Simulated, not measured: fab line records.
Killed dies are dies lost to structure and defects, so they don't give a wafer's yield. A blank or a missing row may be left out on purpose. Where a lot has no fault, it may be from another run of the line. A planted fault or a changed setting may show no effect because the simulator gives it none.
fab line records	flow sky130
[record] lots = 5	wafers = 15	lastDay = 51
route steps=708 shown POLY_GATE@219 PAD_OPEN@708
lots that met no fault: taken from a fault-free run of the same line
startH: the number of hours between the record's first day and the start of the first shown wafer of the lot	waitH: how many hours have passed since the lot's step before this one	" unchanged from the row above	L1.1+2: several wafers, shown together as one row	- either no value or no given start	* or withheld: withheld	< > ~ a bound
route shown NAME@n: NAME is a module with steps in the file, n the number in the route of the first one	usual: mean and standard deviation over wafers with no fault	same: alike in all rows	chamber/n: place in a boat	sites: per-site readings	_std_site: the values' standard deviation	_edge_site: the outer-site mean with the inner-site mean subtracted	radiusMm: how far each site lies from the wafer's centre	mask NAME#n: copy n	behind: the most recent tool/chamber to have shaped the wafer	hold: why the lot went on hold/how many hours it stayed there/how the hold came to an end	device: names the non-switching transistor (n, p or np)	end of line: the tests these same wafers got at the end of their route	step lacking rows: just its recipe	killed: dies that structure and defects cost at the first sort, which is not the same as the wafer's yield	map: a wafer's dies, marking killed ones x, the rest . and places with no die _
set.NAME: setting as actually run; set.NAME@STEP: the setting as run at that earlier step	model.NAME: the simulator's own value behind a step, which no gauge read
certain route steps with their lots: each step a table, each wafer a row
services: the hour from which a tool's chamber was out of use, counted from the record's first day as startH (under 0 if before that day), plus the number of hours and why
[[steps]]
[step SKY_POLY_GATE_DEHYDRATE_05]
[recipe] tempC = 200	timeS = 60
[step SKY_POLY_GATE_HMDS_06]
[recipe] primeTimeS = 60	primeTempC = 120
[step SKY_POLY_GATE_COAT_07]
[recipe] resist = BARC	tempC = withheld	timeS = withheld	spinRpm = 3000	resistThkNm = 110
[step SKY_POLY_GATE_COAT_08]
[recipe] resist = KrF-thick	spinRpm = 3000	resistThkNm = 450
[step SKY_POLY_GATE_SOFTBAKE_09]
[recipe] tempC = 100	timeS = 87.27	resist = KrF-thick
[step SKY_POLY_GATE_EXPOSE_10]
[recipe] maskId = P1M	na = 0.68	sourceShape = conventional	sigmaOuter = 0.6	targetCdNm = 150	doseMj = 28
[step SKY_POLY_GATE_PEB_11]
[recipe] pebTempC = withheld	pebTimeS = withheld	resist = KrF-thick
[step SKY_POLY_GATE_DEVELOP_12]
[recipe] developTimeS = 60	resist = KrF-thick	devTempC = 21
[step SKY_POLY_GATE_CD_MEAS_13]
[recipe] targetCdNm = 150
[usual] cdNm = 150.2/1.5
lot.wafer	tool	chamber	startH	waitH	cdNm
L218.3	cdSem-02	-	404.85	-	152.8
L218.4	"	-	"	"	152.0
L218.6	"	-	"	"	152.2
L225.2	cdSem-02	-	469.28	-	148.2
L225.5	"	-	"	"	149.4
L225.6	"	-	"	"	148.3
L228.1	cdSem-01	-	486.46	-	150.3
L228.2	"	-	"	"	149.7
L228.3	"	-	"	"	151.1
L235.3	cdSem-01	-	549.05	-	149.9
L235.4	"	-	"	"	149.4
L235.5	"	-	"	"	150.2
L238.2	cdSem-01	-	583.42	-	151.2
L238.3	"	-	"	"	151.6
L238.4	"	-	"	"	151.6
[step SKY_POLY_GATE_OVL_MEAS_14]
[usual] POLY_GATE_OVL = -3/5.6
lot.wafer	tool	chamber	startH	waitH	POLY_GATE_OVL[nm]
L218.3	overlay-01	-	404.94	0.1	-6
L218.4	"	-	"	"	-6
L218.6	"	-	"	"	-11
L225.2	overlay-02	-	469.38	0.1	-4
L225.5	"	-	"	"	-14
L225.6	"	-	"	"	-5
L228.1	overlay-01	-	486.58	0.1	-5
L228.2	"	-	"	"	-2
L228.3	"	-	"	"	-3
L235.3	overlay-02	-	549.14	0.1	0
L235.4	"	-	"	"	1
L235.5	"	-	"	"	5
L238.2	overlay-01	-	583.53	0.1	-9
L238.3	"	-	"	"	-7
L238.4	"	-	"	"	0
[step SKY_POLY_GATE_ETCH_15]
[recipe] chemistry = N2/H2	target = BARC	ionEnergyEv = 200	sourceW = 500	biasW = 100	pressureMtorr = 30	n2FlowSccm = 100	h2FlowSccm = 200	stopOn = SiO2	timeS = 118.5	targetDepthA = 1100
[usual] drypumpMotorCurrentA = 5.7/0.37	n2FlowSccm = 100.0/0.32	oesProductAu = 0.715/0.0043	throttleValvePct = 13.212/0.0097
lot.wafer	tool	chamber	startH	waitH	drypumpMotorCurrentA	n2FlowSccm	oesProductAu	rfHoursCounterH	throttleValvePct
L218.3	rieDiel-02	0	404.96	0.0	6.3	100.2	0.711	16	13.218
L218.4	"	1	"	"	5.7	99.8	0.707	32	13.192
L218.6	"	3	"	"	5.3	100.0	0.721	-	13.208
L225.2	rieDiel-02	3	469.41	0.0	5.3	99.9	0.716	5	13.209
L225.5	"	1	"	"	5.8	99.4	0.720	-	13.213
L225.6	"	2	"	"	6.1	100.2	0.718	-	13.200
L228.1	rieDiel-03	1	486.61	0.0	5.8	100.2	0.720	1	13.225
L228.2	"	0	"	"	6.0	100.3	0.723	3	13.213
L228.3	"	3	"	"	4.9	99.8	0.718	2	13.214
L235.3	rieDiel-03	1	549.16	0.0	5.8	100.3	0.714	2	13.216
L235.4	"	2	"	"	6.3	100.2	0.714	1	13.208
L235.5	"	2	"	"	6.3	100.2	0.717	-	13.238
L238.2	rieDiel-03	3	583.56	0.0	5.0	99.8	0.709	4	13.201
L238.3	"	0	"	"	6.1	99.9	0.709	5	13.208
L238.4	"	1	"	"	5.8	99.8	0.717	3	13.204
[step SKY_POLY_GATE_ETCH_16]
[recipe] stopOn = poly-Si	chemistry = CH3F/O2	target = Si3N4	sourceW = 400	biasW = 80	pressureMtorr = 25	ch3fFlowSccm = 40	O2_flow_sccm = 30	timeS = 147.5	targetDepthA = 750
[usual] drypumpMotorCurrentA = 5.7/0.36	oesProductAu = 0.640/0.0055	throttleValvePct = 10.535/0.0091
lot.wafer	tool	chamber	startH	waitH	drypumpMotorCurrentA	oesProductAu	rfHoursCounterH	throttleValvePct
L218.3	rieDiel-02	0	405.05	0.0	6.3	0.640	16	10.541
L218.4	"	1	"	"	5.8	0.642	32	10.538
L218.6	"	3	"	"	5.3	0.641	-	10.533
L225.2	rieDiel-02	3	469.50	0.0	5.3	0.643	6	10.546
L225.5	"	1	"	"	5.7	0.650	-	10.520
L225.6	"	2	"	"	6.1	0.646	-	10.526
L228.1	rieDiel-03	1	486.70	0.0	5.8	0.648	1	10.542
L228.2	"	0	"	"	6.1	0.642	4	10.522
L228.3	"	3	"	"	5.0	0.643	2	10.548
L235.3	rieDiel-03	1	549.25	0.0	5.8	0.644	2	10.546
L235.4	"	2	"	"	6.2	0.632	1	10.541
L235.5	"	2	"	"	6.3	0.640	-	10.534
L238.2	rieDiel-03	3	583.64	0.0	4.9	0.642	4	10.533
L238.3	"	0	"	"	6.1	0.641	5	10.513
L238.4	"	1	"	"	5.8	0.643	3	10.536
[step SKY_POLY_GATE_ETCH_17]
[recipe] targetDepthNm = 180	stopOn = SiO2	overEtchFrac = 0.56667	chemistry = HBr/Cl2	target = poly-Si	icpW = 400	biasW = 100	pressureMtorr = 10	HBr_flow_sccm = 150	Cl2_flow_sccm = 50	timeS = 70.5
[usual] drypumpMotorCurrentA = 5.9/0.56	oesProductAu = 0.991/0.01	throttleValvePct = 33.684/0.0095
lot.wafer	tool	chamber	startH	waitH	drypumpMotorCurrentA	oesProductAu	rfHoursCounterH	throttleValvePct	model.KrF-thick_of_POLY_GATE_COAT_08.thkNm	model.POLY_GATE.featureDepthNm	model.SiO2_of_SONOS_ONO_CVD_04.thkNm
L218.3	rieSi-02	1	405.15	0.0	6.2	0.995	16	33.691	139.2	181.2	4.361
L218.4	"	3	"	"	5.2	0.982	4	33.676	146.9	174	4.345
L218.6	"	3	"	"	5.2	0.971	-	33.679	138.8	174.5	4.299
L225.2	rieSi-01	2	469.59	0.0	5.7	0.993	6	33.688	136.4	177.8	4.303
L225.5	"	2	"	"	5.7	0.990	-	33.694	143.8	179.4	4.318
L225.6	"	1	"	"	5.9	1.007	-	33.682	135.4	183.1	4.302
L228.1	rieSi-01	3	486.79	0.0	6.2	1.012	0	33.676	114.7	185	3.532
L228.2	"	0	"	"	6.5	0.992	29	33.686	147.2	177.8	4.353
L228.3	"	2	"	"	5.7	1.009	6	33.671	106.7	183.6	3.385
L235.3	rieSi-02	0	549.34	0.0	6.4	0.997	1	33.681	144.4	180.7	4.296
L235.4	"	3	"	"	5.2	0.983	5	33.670	140.1	176	4.332
L235.5	"	0	"	"	6.4	1.001	-	33.676	139.2	180.2	4.347
L238.2	rieSi-02	2	583.74	0.0	4.9	0.988	1	33.695	139.3	177.8	4.322
L238.3	"	1	"	"	6.2	0.982	17	33.683	141.5	178.7	4.279
L238.4	"	3	"	"	5.2	0.973	5	33.681	147.7	174.7	4.26
[step SKY_POLY_GATE_STRIP_18]
[recipe] chemistry = O2/N2	powerW = 1400	pressureMtorr = 1500	platenTempC = withheld	o2FlowSccm = 3000	n2FlowSccm = 300	overashFraction = 0.5
[usual] drypumpMotorCurrentA = 6.0/0.43	n2FlowSccm = 300.2/0.87	oesProductAu = 0.361/0.0054	stripTimeToEndpointS = 3.18/0.046
lot.wafer	tool	chamber	startH	waitH	drypumpMotorCurrentA	n2FlowSccm	oesProductAu	rfHoursCounterH	stripTimeToEndpointS
L218.3	plasmaAsher-03	1	405.23	0.1	6.5	300.8	0.359	-	3.16
L218.4	"	0	"	"	5.8	298.8	0.365	-	3.24
L218.6	"	0	"	"	5.8	300.2	0.361	-	3.16
L225.2	plasmaAsher-01	1	469.65	0.0	5.9	299.0	0.355	65	3.12
L225.5	"	1	"	"	5.9	299.9	0.359	-	3.22
L225.6	"	0	"	"	6.1	299.5	0.360	-	3.14
L228.1	plasmaAsher-01	1	486.85	0.0	5.9	299.5	0.343	67	2.91
L228.2	"	0	"	"	6.2	299.8	0.374	67	3.25
L228.3	"	1	"	"	5.9	299.5	0.344	-	2.80
L235.3	plasmaAsher-02	0	549.43	0.1	6.4	300.2	0.362	-	3.22
L235.4	"	1	"	"	5.2	299.9	0.359	-	3.16
L235.5	"	0	"	"	6.3	299.8	0.354	-	3.13
L238.2	plasmaAsher-01	0	583.80	0.0	6.2	301.6	0.361	78	3.14
L238.3	"	1	"	"	5.9	301.1	0.357	-	3.18
L238.4	"	0	"	"	6.2	300.3	0.364	-	3.25
[step SKY_POLY_GATE_CLEAN_19]
[recipe] chemistry = SC1/SC2	mix = 1:4:20	tempC = 70	timeS = 150	dry = n2Spin
[step SKY_PAD_OPEN_PROBE_99]
[usual] killed_at_M0_to_M3 = 43/6.6	killed_at_M4_up = 3.4/1.8	killedAtContacts = 24/5.7	killedAtFrontEnd = 15/4.2	killedAtOther = 0.3/0.58	killedDies = 86/8	killedOpen = 46/7.2	killedShort = 39/5.8
[same] grossDies = 492	killedAtBackSide = 0
lot.wafer	tool	chamber	startH	waitH	killed_at_M0_to_M3	killed_at_M4_up	killedAtContacts	killedAtFrontEnd	killedAtOther	killedDies	killedOpen	killedShort	model.etest.tipSonos.rsOhmSq	model.etest.tipN.rsOhmSq	model.etest.resPdiffHv.rsOhmSq	model.etest.resNdiffHv.rsOhmSq
L218.3	prober-02	-	1105.82	0.2	38	2	28	9	0	77	43	34	2603	440.1	183.8	112.8
L218.4	prober-02	-	1105.87	0.2	47	5	30	13	0	95	63	31	2656	441.2	187.4	112.9
L218.6	prober-02	-	1105.97	0.2	34	6	25	18	0	83	39	44	2640	442.1	186.1	113.7
L225.2	prober-02	-	1152.33	0.1	42	5	33	13	1	94	49	45	2632	442.1	191.8	114.4
L225.5	prober-02	-	1152.48	0.2	32	1	23	17	0	73	40	33	2560	439.9	191	113.1
L225.6	prober-02	-	1152.53	0.2	53	3	29	12	0	97	51	45	2550	441.3	192	112.8
L228.1	prober-01	-	1162.32	0.1	37	3	27	16	0	83	49	33	2429	434.7	185	111.7
L228.2	prober-01	-	1162.37	0.1	45	7	27	14	0	93	50	43	2637	442.4	189.8	113
L228.3	prober-01	-	1162.42	0.2	44	3	27	18	0	92	42	50	2367	431.1	184.9	112.3
L235.3	prober-02	-	1197.54	0.2	39	3	30	13	0	85	40	45	2716	439.7	191.9	114.9
L235.4	prober-02	-	1197.59	0.2	38	7	25	15	0	85	42	40	2697	436	192.1	114.1
L235.5	prober-02	-	1197.64	0.2	45	5	32	14	1	97	52	45	2676	431.4	191.2	114.1
L238.2	prober-02	-	1213.17	0.1	36	4	29	11	0	80	46	34	2621	436.2	194.7	114.7
L238.3	prober-02	-	1213.22	0.2	41	6	22	13	0	82	47	35	2631	437.6	194.4	113.4
L238.4	prober-02	-	1213.27	0.2	46	4	44	12	0	106	60	46	2627	438.9	197.2	113.5
// killed by level:class
L218.3 VIA3:geometricParticle:open=9 LI_CONTACT:geometricParticle:open=8 VIA1:geometricParticle:short=8 CONTACT:geometricParticle:open=7 LOCAL_INTERCONNECT:geometricParticle:short=6 VIA1:geometricParticle:open=6 METAL2:geometricParticle:short=5 FIELD_ISO:geometricParticle:short=3
L218.4 CONTACT:geometricParticle:open=16 VIA1:geometricParticle:open=11 VIA2:geometricParticle:open=9 LI_CONTACT:geometricParticle:open=7 VIA3:geometricParticle:open=7 FIELD_ISO:geometricParticle:open=4 CONTACT:geometricParticle:short=4 METAL1:geometricParticle:short=4
L218.6 CONTACT:geometricParticle:open=12 FIELD_ISO:geometricParticle:short=6 CONTACT:geometricParticle:short=6 VIA1:geometricParticle:short=6 METAL1:geometricParticle:short=5 VIA1:geometricParticle:open=5 VIA2:geometricParticle:short=5 LI_CONTACT:geometricParticle:open=4
L225.2 CONTACT:geometricParticle:short=10 CONTACT:geometricParticle:open=9 VIA2:geometricParticle:open=8 VIA1:geometricParticle:open=7 VIA3:geometricParticle:open=7 LI_CONTACT:geometricParticle:open=6 FIELD_ISO:geometricParticle:open=5 METAL2:geometricParticle:short=5
L225.5 VIA3:geometricParticle:open=8 LI_CONTACT:geometricParticle:open=7 VIA2:geometricParticle:open=7 METAL2:geometricParticle:short=6 CONTACT:geometricParticle:open=6 FIELD_ISO:geometricParticle:short=5 FIELD_ISO:geometricParticle:open=4 LOCAL_INTERCONNECT:geometricParticle:short=4
L225.6 CONTACT:geometricParticle:open=11 VIA1:geometricParticle:open=8 METAL2:geometricParticle:short=7 VIA2:geometricParticle:open=7 VIA3:geometricParticle:open=7 VIA1:geometricParticle:short=6 LI_CONTACT:geometricParticle:short=5 FIELD_ISO:geometricParticle:short=4
L228.1 CONTACT:geometricParticle:open=13 VIA1:geometricParticle:open=11 VIA2:geometricParticle:open=8 POLY_GATE:geometricParticle:short=5 CONTACT:geometricParticle:short=5 FIELD_ISO:geometricParticle:open=4 LI_CONTACT:geometricParticle:short=4 METAL1:geometricParticle:short=4
L228.2 VIA1:geometricParticle:open=9 CONTACT:geometricParticle:open=8 FIELD_ISO:geometricParticle:open=7 VIA2:geometricParticle:open=7 METAL2:geometricParticle:short=7 LI_CONTACT:geometricParticle:open=6 VIA2:geometricParticle:short=6 VIA3:geometricParticle:open=5
L228.3 VIA1:geometricParticle:open=9 LOCAL_INTERCONNECT:geometricParticle:short=8 CONTACT:geometricParticle:open=7 VIA1:geometricParticle:short=7 VIA2:geometricParticle:open=7 CONTACT:geometricParticle:short=5 METAL2:geometricParticle:short=5 FIELD_ISO:geometricParticle:short=4
L235.3 CONTACT:geometricParticle:short=10 CONTACT:geometricParticle:open=8 VIA1:geometricParticle:open=7 LI_CONTACT:geometricParticle:open=6 VIA1:geometricParticle:short=6 METAL1:geometricParticle:short=5 METAL2:geometricParticle:short=5 VIA2:geometricParticle:open=5
L235.4 VIA1:geometricParticle:open=10 CONTACT:geometricParticle:open=9 METAL1:geometricParticle:short=8 CONTACT:geometricParticle:short=6 VIA3:geometricParticle:open=6 LI_CONTACT:geometricParticle:open=5 VIA1:geometricParticle:short=5 FIELD_ISO:geometricParticle:open=4
L235.5 VIA1:geometricParticle:open=11 VIA2:geometricParticle:open=10 LI_CONTACT:geometricParticle:open=8 LOCAL_INTERCONNECT:geometricParticle:short=8 CONTACT:geometricParticle:open=8 FIELD_ISO:geometricParticle:short=5 METAL3:geometricParticle:short=5 VIA3:geometricParticle:open=4
L238.2 LI_CONTACT:geometricParticle:open=10 VIA1:geometricParticle:open=10 CONTACT:geometricParticle:open=9 VIA2:geometricParticle:open=7 FIELD_ISO:geometricParticle:short=5 LOCAL_INTERCONNECT:geometricParticle:short=4 METAL2:geometricParticle:short=4 LI_CONTACT:geometricParticle:short=3
L238.3 VIA1:geometricParticle:open=12 LI_CONTACT:geometricParticle:open=9 VIA3:geometricParticle:open=8 FIELD_ISO:geometricParticle:short=5 CONTACT:geometricParticle:open=5 VIA2:geometricParticle:open=5 LOCAL_INTERCONNECT:geometricParticle:short=4 METAL1:geometricParticle:short=4
L238.4 CONTACT:geometricParticle:open=15 LI_CONTACT:geometricParticle:open=11 CONTACT:geometricParticle:short=11 VIA1:geometricParticle:open=8 FIELD_ISO:geometricParticle:open=7 VIA1:geometricParticle:short=6 VIA2:geometricParticle:open=6 METAL3:geometricParticle:short=5
[[services]]
tool	chamber	startH	hours	kind
rieSi-01	1	390.92	1.0	repair
rieSi-02	1	392.72	7.9	repair
plasmaAsher-01	-	413.22	0.4	repair
rieDiel-03	2	424.12	10.8	repair
rieDiel-03	-	426.59	14.6	pm
rieDiel-03	0	446.09	1.9	repair
plasmaAsher-03	-	449.51	0.4	repair
rieSi-02	-	451.01	14.6	pm
rieDiel-03	3	451.54	2.9	repair
plasmaAsher-03	-	461.41	14.6	pm
rieDiel-02	-	477.62	0.3	repair
plasmaAsher-02	-	482.00	0.3	repair
rieSi-01	1	487.67	19.8	repair
rieSi-02	-	493.67	15.6	pm
rieSi-01	-	511.19	0.3	repair
rieDiel-03	-	517.57	0.2	repair
rieSi-01	3	518.22	9.2	repair
plasmaAsher-03	-	527.25	6.4	repair
rieDiel-02	3	538.49	3.9	repair
plasmaAsher-01	-	544.60	0.6	repair
rieSi-01	1	550.96	3.5	repair
rieSi-01	1	556.21	5.7	repair
rieSi-01	-	561.91	0.4	repair
plasmaAsher-03	-	571.70	0.3	repair
[[key]]
[firstSign] step = SKY_POLY_GATE_STRIP_18	reading = stripTimeToEndpointS	direction = down	sigmas = 7	usual = *	struck = *
[effect] step = SKY_POLY_GATE_STRIP_18	reading = oesProductAu	direction = down	sigmas = 3.2	usual = 0.361	struck = 0.344
[modelEffect] step = SKY_POLY_GATE_ETCH_17	value = KrF-thick_of_POLY_GATE_COAT_08.thkNm	without = 144.5	struck = 110.7
[modelEffect] step = SKY_PAD_OPEN_PROBE_99	value = etest.tipSonos.rsOhmSq	without = 2648	struck = 2398
metAt SKY_POLY_GATE_ETCH_17
struckWafers L228.1,L228.3
testerLeftOut L228
onsetBetween 469.59 486.79
[fault] kind = processParameterDrift	tool = rieSi-01	chamber = -	onsetH = 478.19	steps = SKY_POLY_GATE_ETCH_17	channel = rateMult	offset = 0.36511	shape = step	endH = 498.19	scope = struckWafersOnly
// testerLeftOut: of these lots the tester's yield and bins aren't shown, on N5 and GAA mostly nor the transistor test; their killed dies are dies lost to structure and defects alone, not to doping, threshold or leakage, so they don't give the yield
